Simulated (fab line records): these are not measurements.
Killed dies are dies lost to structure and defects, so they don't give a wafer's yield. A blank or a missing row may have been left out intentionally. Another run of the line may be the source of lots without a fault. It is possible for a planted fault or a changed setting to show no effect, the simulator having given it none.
Problem report in the 8D (eight disciplines) form, filled by code -- flow gf180mcu -- the parts of the form that need people (team, actions taken, sign-off) are left out

## 1. THE ISSUE
Mean of chamber pressure mTorr at GF_VT_IMPLANT_STRIP_31: 1799.8 mTorr across 6 wafers in 2 lots; on wafers with no fault it is 1500.0 mTorr (standard deviation 1.3). That is +99 or more standard deviations from the usual mean.
The step: strips in O2/N2.
First seen on wafer L324.3, day 8 12:59, on plasma asher-01. At this step, 42 wafers from 14 lots have a number in the record. The rule behind "out" and "out of limits": a value lying over 4 standard deviations away from the usual mean. All remaining wafers that have a number are taken as sound.

## 2. WHAT IT IS, WHAT IT ISN'T
question,is,is not
which readings at this step,"chamber pressure mTorr, strip time to endpoint s","drypump motor current A, heater power w"
which lots,"L324, L326","L318, L319, L321, L323, L325, L334, L335, L336, L338, L339, L340, L341"
which wafers of those lots,all that have a number,-
read on which tools,plasma asher-01,"plasma asher-02, plasma asher-04"
when,from day 8 12:59,"up to then (12 sound wafers); but 24 sound wafers of L325, L334, L335, L336, L338, L339, L340, L341 came after"

## 3. THE SUSPECTS, EACH WITH WHAT RULES IT OUT
Counting: a tool at any process step up to the reading remains a suspect when it ran all the lots that are out and ran no sound lot after the first of those.
- plasma asher-01 at GF_VT_IMPLANT_STRIP_31 (strips in O2/N2): ruled out as a lasting fault. Sound lots L336, L338, L340 ran on it after its first lot that is out, L324 (day 8 12:59).
Left after counting: nothing in the record.

## 4. THE CAUSE (what the simulator had put in)
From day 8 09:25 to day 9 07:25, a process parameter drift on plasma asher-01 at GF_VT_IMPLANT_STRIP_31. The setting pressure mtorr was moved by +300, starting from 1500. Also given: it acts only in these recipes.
Counting ruled it out, wrongly.

## 5. THE EFFECT CHAIN, in route order
One row per reading whose mean, taken over the struck wafers that have a number, lies over 3 standard deviations from the usual. Only readings for which the record gives a usual standard deviation are gone through. hours: the time from each lot's start at the first step in this table that gives one to its start at this step, as a median over the lots. sigmas: the change in usual standard deviations.
hours,step,reading,usual,on struck wafers,change,sigmas
0,GF_VT_IMPLANT_STRIP_31,chamber pressure mTorr,1500.0 mTorr,1799.8,+299.8,+99 or more
0,GF_VT_IMPLANT_STRIP_31,oes product au,0.716 a.u.,0.735,+0.019,+3.8
0,GF_VT_IMPLANT_STRIP_31,strip time to endpoint s,12.63 s,12.11,-0.52,-11
Its process steps:
- GF_VT_IMPLANT_STRIP_31: strips in O2/N2.
Later steps that measure or inspect, where all struck wafers having a row at the step show a number for every such reading and not one has moved that far: GF_HV_LDD_OVL_MEAS_32, GF_CONTACT_BOW_MEAS_05.

## 6. WHAT WOULD HAVE CAUGHT IT SOONER
In this record no reading fell out of limits until day 8 12:59, 4 hours after the fault had begun at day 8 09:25.
